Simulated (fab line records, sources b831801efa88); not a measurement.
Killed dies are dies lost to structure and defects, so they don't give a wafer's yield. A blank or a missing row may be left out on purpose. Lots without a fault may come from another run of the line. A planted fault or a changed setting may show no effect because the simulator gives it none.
One fault seen from 2 desks | flow sfq_line | each desk has only its own numbers; what lay behind them comes last

THE METROLOGY DESK
What the gauges read, lot by lot, whatever tool the lot ran on: means of the sampled wafers that have a number. A lot is out of limits, marked OUT, if its mean lies more than 4 standard deviations from the usual mean; the brackets give that distance.
Columns: A = I7_BOW at SFQ_I7_BOW_MEAS_946, usual 3 um; B = I7_OVL at SFQ_I7_OVL_MEAS_947, usual 1 nm
lot  | first seen here | A   | B
L548 | day 77 09:52    | -15 | 6
L550 | day 77 20:22    | 18  | -5
L551 | day 80 13:55    | -5  | 2
L564 | day 84 00:07    | -4  | 9
L567 | day 84 12:07    | -1  | -8
This desk's finding: nothing out of limits on any of the 5 lots.

THE TOOL OWNER'S DESK: rie_diel-04
The tool's own readings at SFQ_TRILAYER_I7_VIA_ETCH_VIA_ETCH_190 (etches SiO2 in CHF3, stops on Nb, target depth 260 nm): means of the sampled wafers that have a number, for each lot that ran on this tool. A lot is out of limits, marked OUT, if its mean lies more than 4 standard deviations from the usual mean; the brackets give that distance.
Columns: A = bias_w at SFQ_TRILAYER_I7_VIA_ETCH_VIA_ETCH_190, usual 80.01 W; B = drypump_motor_current_A at SFQ_TRILAYER_I7_VIA_ETCH_VIA_ETCH_190, usual 5.6 A; C = oes_product_au at SFQ_TRILAYER_I7_VIA_ETCH_VIA_ETCH_190, usual 0.856 a.u.
lot  | first seen here | A     | B   | C
L548 | day 80 23:08    | 79.97 | 5.4 | 0.857
L564 | day 86 22:48    | 79.23 | 5.4 | 0.858
This desk's finding: nothing out of limits on any of the 2 lots.

PUT TOGETHER
The metrology desk saw nothing out of limits.
The tool owner's desk saw nothing out of limits.

WHAT THE SIMULATOR HAD PUT IN
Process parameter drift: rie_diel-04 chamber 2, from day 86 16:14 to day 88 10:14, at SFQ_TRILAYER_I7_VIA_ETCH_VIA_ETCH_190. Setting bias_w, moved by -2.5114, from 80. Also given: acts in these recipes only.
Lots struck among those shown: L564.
